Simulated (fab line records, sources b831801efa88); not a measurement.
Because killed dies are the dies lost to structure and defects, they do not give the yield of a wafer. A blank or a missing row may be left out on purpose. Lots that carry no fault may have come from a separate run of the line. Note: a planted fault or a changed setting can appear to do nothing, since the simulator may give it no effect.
Chamber matching -- flow gf180mcu -- GF_STI_ETCH_14 on rie-si-01 has 4 sister chambers
The step etches Si in HBr/Cl2/O2, target depth 360 nm, time 102.9 s. 14 wafers are shown with their chamber, then 6 later ones without.

WAFERS PAIRED WITH THEIR CHAMBERS
wafer,chamber,drypump-motor-current-A (A),run-length-s (s),oes-product-au (a.u.)
L823.1,1,5.33,130.9,0.987
L823.2,2,5.71,130.7,1.003
L823.3,0,5.78,131.0,1.019
L828.3,2,5.72,130.7,0.994
L828.4,1,5.27,130.7,0.997
L828.6,0,5.77,131.2,0.998
L829.4,2,5.72,131.1,0.994
L829.5,0,5.82,131.6,1.003
L829.6,1,5.31,130.4,0.992
L831.1,2,5.74,131.0,0.997
L831.4,0,5.82,131.1,1.000
L831.6,0,5.78,131.0,1.002
L833.1,2,5.73,130.8,0.996
L833.3,3,5.63,130.5,0.997

SIGNATURES, as means of the wafers listed above
reading,chamber 0,chamber 1,chamber 2,chamber 3,scatter within a chamber
drypump-motor-current-A,5.7940,5.3033,5.7240,5.6300,0.0217
run-length-s,131.180,130.667,130.860,130.500,0.225
oes-product-au,1.00440,0.99200,0.99680,0.99700,0.00621
Rule: a wafer's distance from a chamber is the root of the sum, over the readings, of the square of ((its reading less the chamber's mean) divided by the reading's scatter). The wafer belongs to the nearest chamber; if the next one is less than 2 further off, it can't be placed. The scatter is the square root of a quotient: the sum, over the shown wafers, of each reading's squared deviation from its chamber's mean, divided by wafers minus chambers.

WAFERS MISSING THEIR CHAMBER
wafer,drypump-motor-current-A (A),run-length-s (s),oes-product-au (a.u.)
L833.4,5.80,131.3,0.999
L835.1,5.74,131.1,1.000
L835.3,5.62,130.6,0.998
L835.6,5.80,131.2,1.003
L838.1,5.62,130.5,0.995
L838.6,5.79,131.3,0.993

EACH ONE'S CHAMBER
wafer,from the rows above,in truth
L833.4,0,0
L835.1,can't be placed: 2 or 0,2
L835.3,3,3
L835.6,0,0
L838.1,3,3
L838.6,can't be placed: 0 or 2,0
Correctly placed: 4 of 6. From these rows, 2 cannot be placed; in 2 the true chamber is one of the candidates. Number placed wrongly: 0.
